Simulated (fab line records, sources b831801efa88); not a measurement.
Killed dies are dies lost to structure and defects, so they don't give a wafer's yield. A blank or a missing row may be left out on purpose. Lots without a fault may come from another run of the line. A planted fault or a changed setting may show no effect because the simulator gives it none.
Chamber matching | flow sky130 | SKY_VIA1_HDPCVD_00 on hdpcvd-02: 3 sister chambers
The step deposits SiO2, target thk 1030 nm, time 171.7 s. 14 wafers are shown with their chamber, then 7 later ones without.

WAFERS WITH THEIR CHAMBER
wafer  | chamber | susceptor_temp_C (C) | sih4_flow_sccm (sccm)
L459.1 | 0       | 400.14               | 59.79
L459.3 | 1       | 400.48               | 60.11
L459.4 | 0       | 400.13               | 60.00
L463.2 | 2       | 399.95               | 59.97
L463.5 | 2       | 399.99               | 59.83
L463.6 | 0       | 399.74               | 59.96
L465.2 | 1       | 399.99               | 60.00
L465.3 | 2       | 399.97               | 59.95
L465.6 | 1       | 400.07               | 59.95
L466.2 | 1       | 400.09               | 60.13
L466.5 | 2       | 399.97               | 60.14
L466.6 | 0       | 400.09               | 59.95
L468.2 | 2       | 399.75               | 60.07
L468.5 | 1       | 400.16               | 59.75

SIGNATURES (means of the wafers above)
reading          | chamber 0 | chamber 1 | chamber 2 | scatter within a chamber
susceptor_temp_C | 400.0250  | 400.1580  | 399.9260  | 0.163
sih4_flow_sccm   | 59.9250   | 59.9880   | 59.9920   | 0.126
Rule: a wafer's distance from a chamber is the root of the sum, over the readings, of the square of ((its reading less the chamber's mean) divided by the reading's scatter). The wafer belongs to the nearest chamber; if the next one is less than 2 further off, it can't be placed. The scatter: the root of (the sum of the squares of (reading less its chamber's mean) over the shown wafers, divided by (wafers less chambers)).

WAFERS WITHOUT THEIR CHAMBER
wafer  | susceptor_temp_C (C) | sih4_flow_sccm (sccm)
L468.6 | 399.99               | 59.84
L469.4 | 400.04               | 59.88
L469.5 | 399.79               | 59.85
L469.6 | 400.07               | 59.83
L476.1 | 400.00               | 59.97
L476.4 | 399.80               | 59.96
L477.4 | 400.37               | 59.93

WHICH CHAMBER EACH WENT THROUGH
wafer  | from the rows above          | in truth
L468.6 | can't be placed: 0 or 2 or 1 | 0
L469.4 | can't be placed: 0 or 1 or 2 | 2
L469.5 | can't be placed: 2 or 0 or 1 | 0
L469.6 | can't be placed: 0 or 1 or 2 | 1
L476.1 | can't be placed: 0 or 2 or 1 | 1
L476.4 | can't be placed: 2 or 0 or 1 | 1
L477.4 | can't be placed: 1 or 0 or 2 | 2
Placed correctly: 0 of 7. Can't be placed from these rows: 7 (the true chamber is among the candidates in 7). Placed wrongly: 0.
